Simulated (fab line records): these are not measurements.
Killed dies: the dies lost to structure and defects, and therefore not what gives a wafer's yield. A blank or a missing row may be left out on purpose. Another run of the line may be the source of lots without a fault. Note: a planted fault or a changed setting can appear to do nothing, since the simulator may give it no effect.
Commonality check across tools | flow sky130 | Sampled: 13 lots, 39 wafers

THE REASON FOR OPENING IT
On 2 of the 13 lots, a flag is raised at SKY_SONOS_TUNNEL_CD_MEAS_07 on the reading cd_nm. Fault-free wafers read 409.6 nm, with a standard deviation of 2.4.
Rule: a lot is flagged in two cases, either no wafer of it has a number, or all its wafers with numbers fall more than 4 standard deviations from that mean. As for the other lots, they are considered sound.

lot  | measured     | on        | cd_nm (nm), wafer by wafer | flag
L906 | day 11 05:50 | cd_sem-01 | 410.1 411.0 407.7          |
L909 | day 12 11:20 | cd_sem-02 | 410.4 410.2 411.5          |
L910 | day 12 19:41 | cd_sem-02 | 410.5 410.0 410.5          |
L911 | day 13 07:02 | cd_sem-01 | 410.5 409.8 410.1          |
L913 | day 13 18:28 | cd_sem-01 | 361.6 362.7 360.3          | FLAGGED
L916 | day 14 19:29 | cd_sem-01 | 372.1 371.6 371.1          | FLAGGED
L920 | day 15 23:08 | cd_sem-01 | 411.7 411.9 410.5          |
L923 | day 16 22:05 | cd_sem-02 | 410.3 408.4 408.7          |
L924 | day 17 06:49 | cd_sem-02 | 412.2 414.0 411.6          |
L925 | day 17 16:45 | cd_sem-01 | 411.2 411.1 411.0          |
L926 | day 17 17:36 | cd_sem-02 | 406.4 408.1 408.5          |
L927 | day 17 22:32 | cd_sem-01 | 409.7 410.5 410.0          |
L928 | day 18 11:04 | cd_sem-01 | 412.4 412.4 408.7          |
The mean of the flagged lots' numbers is 366.6 nm, -43.0 nm from the usual (-18 standard deviations).

WHICH TOOL EACH LOT WENT THROUGH
2 process steps preceding the reading are held in the record, out of 708 steps in the route. Read each cell as the tool, then ch plus the chambers that the sampled wafers visited, then the start.
lot  | flag    | SKY_VT_ADJUST_LVTN_STRIP_20          | SKY_SONOS_TUNNEL_DEVELOP_06
L906 |         | plasma_asher-04 ch 0,1, day 7 14:38  | litho_track-03 ch 0, day 11 05:41
L909 |         | plasma_asher-04 ch 1, day 8 16:53    | litho_track-03 ch 0, day 12 11:11
L910 |         | plasma_asher-03 ch 0,1, day 9 00:14  | litho_track-02 ch 0, day 12 19:32
L911 |         | plasma_asher-04 ch 0,1, day 9 09:18  | litho_track-02 ch 0, day 13 06:53
L913 | FLAGGED | plasma_asher-02 ch 0,1, day 9 20:48  | litho_track-02 ch 0, day 13 18:20
L916 | FLAGGED | plasma_asher-02 ch 0,1, day 10 17:03 | litho_track-02 ch 0, day 14 19:21
L920 |         | plasma_asher-02 ch 0,1, day 11 18:50 | litho_track-04 ch 0, day 15 22:59
L923 |         | plasma_asher-04 ch 0,1, day 12 15:50 | litho_track-03 ch 0, day 16 21:56
L924 |         | plasma_asher-04 ch 0,1, day 12 23:41 | litho_track-04 ch 0, day 17 06:40
L925 |         | plasma_asher-02 ch 0,1, day 13 06:55 | litho_track-02 ch 0, day 17 16:36
L926 |         | plasma_asher-04 ch 0,1, day 13 09:06 | litho_track-04 ch 0, day 17 17:28
L927 |         | plasma_asher-02 ch 0,1, day 13 13:11 | litho_track-02 ch 0, day 17 22:23
L928 |         | plasma_asher-03 ch 0,1, day 13 23:11 | litho_track-03 ch 0, day 18 10:55
What is done by these steps:
- SKY_VT_ADJUST_LVTN_STRIP_20: strips in O2/N2.
- SKY_SONOS_TUNNEL_DEVELOP_06: develop time 60 s.
- SKY_SONOS_TUNNEL_CD_MEAS_07: target cd 410 nm.

FLAGGED AGAINST TOTAL, ONE TOOL AT A TIME (gauges that did the reading follow at the end)
step                        | tool            | lots run | flagged | share of the flagged lots | sound lots run after its first flagged lot
SKY_VT_ADJUST_LVTN_STRIP_20 | plasma_asher-02 | 5        | 2       | all                       | 3 (L920,L925,L927)
SKY_VT_ADJUST_LVTN_STRIP_20 | plasma_asher-03 | 2        | 0       | none                      | -
SKY_VT_ADJUST_LVTN_STRIP_20 | plasma_asher-04 | 6        | 0       | none                      | -
SKY_SONOS_TUNNEL_DEVELOP_06 | litho_track-02  | 6        | 2       | all                       | 2 (L925,L927)
SKY_SONOS_TUNNEL_DEVELOP_06 | litho_track-03  | 4        | 0       | none                      | -
SKY_SONOS_TUNNEL_DEVELOP_06 | litho_track-04  | 3        | 0       | none                      | -
SKY_SONOS_TUNNEL_CD_MEAS_07 | cd_sem-01       | 8        | 2       | all                       | 4 (L920,L925,L927,L928)
SKY_SONOS_TUNNEL_CD_MEAS_07 | cd_sem-02       | 5        | 0       | none                      | -

WHAT IS ALLOWED BY THE TABLE
Rows of the table that ran every flagged lot, 3 in all: plasma_asher-02 at SKY_VT_ADJUST_LVTN_STRIP_20, litho_track-02 at SKY_SONOS_TUNNEL_DEVELOP_06, cd_sem-01 at SKY_SONOS_TUNNEL_CD_MEAS_07.
- plasma_asher-02 at SKY_VT_ADJUST_LVTN_STRIP_20: 2 of its 5 lots flagged. Sound lots ran on it after the first flagged one (L920, L925, L927), which a lasting fault on the whole tool wouldn't allow.
- litho_track-02 at SKY_SONOS_TUNNEL_DEVELOP_06: 2 of its 6 lots flagged. Sound lots ran on it after the first flagged one (L925, L927), which a lasting fault on the whole tool wouldn't allow.
- cd_sem-01 at SKY_SONOS_TUNNEL_CD_MEAS_07: 2 of its 8 lots flagged. Sound lots ran on it after the first flagged one (L920, L925, L927, L928), which a lasting fault on the whole tool wouldn't allow.
Every row of the table either missed a flagged lot or ran a sound lot after the first.

WHAT HAD BEEN PUT IN BY THE SIMULATOR
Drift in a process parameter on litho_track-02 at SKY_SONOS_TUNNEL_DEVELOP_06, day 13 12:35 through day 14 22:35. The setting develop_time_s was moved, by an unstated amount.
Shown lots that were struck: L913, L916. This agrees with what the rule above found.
